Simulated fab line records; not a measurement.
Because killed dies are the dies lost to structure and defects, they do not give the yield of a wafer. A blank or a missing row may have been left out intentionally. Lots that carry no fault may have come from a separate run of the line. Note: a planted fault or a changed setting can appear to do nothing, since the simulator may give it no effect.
The tool behind it: which one? / flow sky130 / 36 wafers from 12 lots sampled at 5 of the route's 708 steps

WHAT THE GAUGES SHOWED, per wafer
No reading from a measuring or inspecting step in the record can be judged against a usual standard deviation.

TOOL THAT RAN EACH LOT (tool first, then ch and the chambers of the sampled wafers, then the start)
lot=L618; SKY_METAL4_SPUTTER_04=pvd-sputter-04, day 40 11:31; SKY_METAL5_SPUTTER_03=pvd-sputter-01, day 43 13:55; SKY_METAL5_SOFTBAKE_10=litho-track-03 ch 0, day 44 01:46; SKY_METAL5_DESCUM_14=rie-metal-04 ch 0,1, day 44 12:28; SKY_PAD_OPEN_PROBE_99=prober-02, day 46 10:44
lot=L619; SKY_METAL4_SPUTTER_04=pvd-sputter-02, day 40 13:03; SKY_METAL5_SPUTTER_03=pvd-sputter-02, day 43 15:13; SKY_METAL5_SOFTBAKE_10=litho-track-03 ch 0, day 44 02:45; SKY_METAL5_DESCUM_14=rie-metal-03 ch 0,1, day 44 13:20; SKY_PAD_OPEN_PROBE_99=-
lot=L620; SKY_METAL4_SPUTTER_04=pvd-sputter-04, day 41 03:20; SKY_METAL5_SPUTTER_03=pvd-sputter-01, day 44 04:25; SKY_METAL5_SOFTBAKE_10=litho-track-03 ch 0, day 44 15:07; SKY_METAL5_DESCUM_14=rie-metal-04 ch 0,1, day 45 01:32; SKY_PAD_OPEN_PROBE_99=-
lot=L622; SKY_METAL4_SPUTTER_04=pvd-sputter-02, day 41 07:53; SKY_METAL5_SPUTTER_03=pvd-sputter-02, day 44 08:24; SKY_METAL5_SOFTBAKE_10=litho-track-02 ch 0, day 44 19:20; SKY_METAL5_DESCUM_14=rie-metal-01 ch 0,1, day 45 06:11; SKY_PAD_OPEN_PROBE_99=-
lot=L621; SKY_METAL4_SPUTTER_04=pvd-sputter-04, day 41 11:20; SKY_METAL5_SPUTTER_03=pvd-sputter-02, day 44 12:38; SKY_METAL5_SOFTBAKE_10=litho-track-02 ch 0, day 44 23:53; SKY_METAL5_DESCUM_14=rie-metal-01 ch 0,1, day 45 10:05; SKY_PAD_OPEN_PROBE_99=-
lot=L623; SKY_METAL4_SPUTTER_04=pvd-sputter-04, day 41 19:52; SKY_METAL5_SPUTTER_03=pvd-sputter-03, day 44 18:55; SKY_METAL5_SOFTBAKE_10=litho-track-03 ch 0, day 45 05:52; SKY_METAL5_DESCUM_14=rie-metal-01 ch 0,1, day 45 16:26; SKY_PAD_OPEN_PROBE_99=-
lot=L631; SKY_METAL4_SPUTTER_04=pvd-sputter-03, day 44 03:27; SKY_METAL5_SPUTTER_03=pvd-sputter-02, day 46 22:49; SKY_METAL5_SOFTBAKE_10=litho-track-01 ch 0, day 47 08:49; SKY_METAL5_DESCUM_14=rie-metal-01 ch 0,1, day 47 18:23; SKY_PAD_OPEN_PROBE_99=prober-02, day 49 10:17
lot=L629; SKY_METAL4_SPUTTER_04=pvd-sputter-04, day 44 08:40; SKY_METAL5_SPUTTER_03=pvd-sputter-02, day 47 04:11; SKY_METAL5_SOFTBAKE_10=litho-track-01 ch 0, day 47 13:57; SKY_METAL5_DESCUM_14=rie-metal-03 ch 0, day 47 23:23; SKY_PAD_OPEN_PROBE_99=-
lot=L634; SKY_METAL4_SPUTTER_04=pvd-sputter-03, day 44 15:20; SKY_METAL5_SPUTTER_03=pvd-sputter-02, day 47 09:55; SKY_METAL5_SOFTBAKE_10=litho-track-01 ch 0, day 47 19:24; SKY_METAL5_DESCUM_14=rie-metal-04 ch 0,1, day 48 04:53; SKY_PAD_OPEN_PROBE_99=prober-02, day 49 20:15
lot=L636; SKY_METAL4_SPUTTER_04=pvd-sputter-03, day 45 09:32; SKY_METAL5_SPUTTER_03=pvd-sputter-01, day 48 02:43; SKY_METAL5_SOFTBAKE_10=litho-track-03 ch 0, day 48 12:18; SKY_METAL5_DESCUM_14=rie-metal-04 ch 0,1, day 48 21:31; SKY_PAD_OPEN_PROBE_99=-
lot=L637; SKY_METAL4_SPUTTER_04=pvd-sputter-02, day 45 09:58; SKY_METAL5_SPUTTER_03=pvd-sputter-03, day 48 02:58; SKY_METAL5_SOFTBAKE_10=litho-track-03 ch 0, day 48 12:57; SKY_METAL5_DESCUM_14=rie-metal-03 ch 0,1, day 48 21:59; SKY_PAD_OPEN_PROBE_99=-
lot=L639; SKY_METAL4_SPUTTER_04=pvd-sputter-03, day 45 21:39; SKY_METAL5_SPUTTER_03=pvd-sputter-01, day 48 12:15; SKY_METAL5_SOFTBAKE_10=litho-track-02 ch 0, day 48 21:33; SKY_METAL5_DESCUM_14=rie-metal-03 ch 0,1, day 49 06:16; SKY_PAD_OPEN_PROBE_99=-
- SKY_METAL4_SPUTTER_04: material TiN, target thk 70 nm, time 58.3 s.
- SKY_METAL5_SPUTTER_03: material Ti, target thk 5 nm, time 3.3 s.
- SKY_METAL5_SOFTBAKE_10: time 60 s.
- SKY_METAL5_DESCUM_14: chemistry O2, time 11 s.
- SKY_PAD_OPEN_PROBE_99

AS READ BY THE TOOLS THEMSELVES (means over the sampled wafers that have a number; for cases with no such wafer, the mark the record gives instead)
SKY_METAL4_SPUTTER_04.
lot=L618; tool=pvd-sputter-04; chamber-pressure-pa (Pa)=0.4004; throttle-valve-pct (%)=30.1
lot=L619; tool=pvd-sputter-02; chamber-pressure-pa (Pa)=0.4007; throttle-valve-pct (%)=30.2
lot=L620; tool=pvd-sputter-04; chamber-pressure-pa (Pa)=0.4000; throttle-valve-pct (%)=29.9
lot=L622; tool=pvd-sputter-02; chamber-pressure-pa (Pa)=0.3994; throttle-valve-pct (%)=29.9
lot=L621; tool=pvd-sputter-04; chamber-pressure-pa (Pa)=0.3988; throttle-valve-pct (%)=30.2
lot=L623; tool=pvd-sputter-04; chamber-pressure-pa (Pa)=0.4003; throttle-valve-pct (%)=29.2
lot=L631; tool=pvd-sputter-03; chamber-pressure-pa (Pa)=0.4003; throttle-valve-pct (%)=30.0
lot=L629; tool=pvd-sputter-04; chamber-pressure-pa (Pa)=0.3999; throttle-valve-pct (%)=29.3
lot=L634; tool=pvd-sputter-03; chamber-pressure-pa (Pa)=0.4005; throttle-valve-pct (%)=29.8
lot=L636; tool=pvd-sputter-03; chamber-pressure-pa (Pa)=0.4000; throttle-valve-pct (%)=30.1
lot=L637; tool=pvd-sputter-02; chamber-pressure-pa (Pa)=0.4004; throttle-valve-pct (%)=29.5
lot=L639; tool=pvd-sputter-03; chamber-pressure-pa (Pa)=0.3998; throttle-valve-pct (%)=29.4

SKY_METAL5_SPUTTER_03.
lot=L618; tool=pvd-sputter-01; chamber-pressure-pa (Pa)=0.4010; throttle-valve-pct (%)=30.6
lot=L619; tool=pvd-sputter-02; chamber-pressure-pa (Pa)=0.3994; throttle-valve-pct (%)=29.7
lot=L620; tool=pvd-sputter-01; chamber-pressure-pa (Pa)=0.3995; throttle-valve-pct (%)=30.7
lot=L622; tool=pvd-sputter-02; chamber-pressure-pa (Pa)=0.3993; throttle-valve-pct (%)=29.2
lot=L621; tool=pvd-sputter-02; chamber-pressure-pa (Pa)=0.4006; throttle-valve-pct (%)=30.7
lot=L623; tool=pvd-sputter-03; chamber-pressure-pa (Pa)=0.3994; throttle-valve-pct (%)=30.1
lot=L631; tool=pvd-sputter-02; chamber-pressure-pa (Pa)=0.4005; throttle-valve-pct (%)=29.9
lot=L629; tool=pvd-sputter-02; chamber-pressure-pa (Pa)=0.4006; throttle-valve-pct (%)=29.6
lot=L634; tool=pvd-sputter-02; chamber-pressure-pa (Pa)=0.4002; throttle-valve-pct (%)=29.8
lot=L636; tool=pvd-sputter-01; chamber-pressure-pa (Pa)=0.4000; throttle-valve-pct (%)=30.2
lot=L637; tool=pvd-sputter-03; chamber-pressure-pa (Pa)=0.3996; throttle-valve-pct (%)=29.0
lot=L639; tool=pvd-sputter-01; chamber-pressure-pa (Pa)=0.3999; throttle-valve-pct (%)=30.8

SKY_METAL5_SOFTBAKE_10.
lot=L618; tool=litho-track-03; plate-temp-C (C)=89.91; run-length-s (s)=88.75
lot=L619; tool=litho-track-03; plate-temp-C (C)=90.02; run-length-s (s)=88.81
lot=L620; tool=litho-track-03; plate-temp-C (C)=90.03; run-length-s (s)=98.25
lot=L622; tool=litho-track-02; plate-temp-C (C)=89.94; run-length-s (s)=89.21
lot=L621; tool=litho-track-02; plate-temp-C (C)=90.03; run-length-s (s)=89.18
lot=L623; tool=litho-track-03; plate-temp-C (C)=90.01; run-length-s (s)=98.36
lot=L631; tool=litho-track-01; plate-temp-C (C)=89.86; run-length-s (s)=89.24
lot=L629; tool=litho-track-01; plate-temp-C (C)=90.05; run-length-s (s)=89.18
lot=L634; tool=litho-track-01; plate-temp-C (C)=89.96; run-length-s (s)=89.28
lot=L636; tool=litho-track-03; plate-temp-C (C)=89.94; run-length-s (s)=88.84
lot=L637; tool=litho-track-03; plate-temp-C (C)=90.00; run-length-s (s)=89.02
lot=L639; tool=litho-track-02; plate-temp-C (C)=89.88; run-length-s (s)=89.17

SKY_METAL5_DESCUM_14.
lot=L618; tool=rie-metal-04; drypump-motor-current-A (A)=5.2; oes-product-au (a.u.)=1.006
lot=L619; tool=rie-metal-03; drypump-motor-current-A (A)=6.0; oes-product-au (a.u.)=0.996
lot=L620; tool=rie-metal-04; drypump-motor-current-A (A)=5.2; oes-product-au (a.u.)=0.999
lot=L622; tool=rie-metal-01; drypump-motor-current-A (A)=6.0; oes-product-au (a.u.)=0.998
lot=L621; tool=rie-metal-01; drypump-motor-current-A (A)=6.1; oes-product-au (a.u.)=0.989
lot=L623; tool=rie-metal-01; drypump-motor-current-A (A)=6.0; oes-product-au (a.u.)=1.002
lot=L631; tool=rie-metal-01; drypump-motor-current-A (A)=6.0; oes-product-au (a.u.)=0.996
lot=L629; tool=rie-metal-03; drypump-motor-current-A (A)=5.7; oes-product-au (a.u.)=0.991
lot=L634; tool=rie-metal-04; drypump-motor-current-A (A)=5.1; oes-product-au (a.u.)=1.004
lot=L636; tool=rie-metal-04; drypump-motor-current-A (A)=5.2; oes-product-au (a.u.)=1.000
lot=L637; tool=rie-metal-03; drypump-motor-current-A (A)=6.3; oes-product-au (a.u.)=1.005
lot=L639; tool=rie-metal-03; drypump-motor-current-A (A)=6.3; oes-product-au (a.u.)=0.998

SKY_PAD_OPEN_PROBE_99.
lot=L618; tool=prober-02; defect-limited-yield (%)=83.0; killed_at_M0_to_M3=43; killed_at_M4_up=3.0; killed-at-contacts=24; killed-at-front-end=13; killed-at-other=0.3; killed-dies=84; killed-open=44; killed-short=39; sort_bin_3_pad_short (%)=0.5; sort_bin_5_function (%)=11.1; sort_bin_6_memory (%)=5.5; sort-n-pass=408; sort-yield-pct (%)=83.0
lot=L631; tool=prober-02; defect-limited-yield (%)=83.2; killed_at_M0_to_M3=40; killed_at_M4_up=3.7; killed-at-contacts=22; killed-at-front-end=17; killed-at-other=0.3; killed-dies=83; killed-open=42; killed-short=41; sort_bin_3_pad_short (%)=0.7; sort_bin_5_function (%)=10.4; sort_bin_6_memory (%)=5.7; sort-n-pass=409; sort-yield-pct (%)=83.2
lot=L634; tool=prober-02; defect-limited-yield (%)=83.3; killed_at_M0_to_M3=44; killed_at_M4_up=2.7; killed-at-contacts=19; killed-at-front-end=16; killed-at-other=0.0; killed-dies=82; killed-open=38; killed-short=44; sort_bin_3_pad_short (%)=1.0; sort_bin_5_function (%)=9.8; sort_bin_6_memory (%)=5.8; sort-n-pass=410; sort-yield-pct (%)=83.3

THE ANSWER, worked out from the rows above alone
Rule: the usual values come from the lots themselves. Put in order of their means at a reading, lots are off if they are a third of the lots or fewer, leave a main group of 4 or more, and stand apart from it by a gap of 3 or more times the standard deviation of the main group's means; of several such gaps the widest counts. Not used: any main group whose means are identical at the precision the tables above print for the reading. Also off: a lot with no number at a reading for which 4 or more lots have one. Where the step has rows for the other lots, those lots are counted as sound. After the gauges, taken in route order, come the tools' own readings; for these a lot's mean is taken, as printed above. The first step at which some lot is off is used, and at that step the reading that is off furthest; a lot without a number counts as furthest.
Off: L620, L623 (SKY_METAL5_SOFTBAKE_10, run-length-s). The main group has a mean of 89.07 s with a standard deviation of 0.19.
If a tool, at that step or one of the process steps before it, ran each lot that is off and ran no sound lot following the first of them, it fits. None of those tried fits.

WHAT THE SIMULATOR HAD PUT IN
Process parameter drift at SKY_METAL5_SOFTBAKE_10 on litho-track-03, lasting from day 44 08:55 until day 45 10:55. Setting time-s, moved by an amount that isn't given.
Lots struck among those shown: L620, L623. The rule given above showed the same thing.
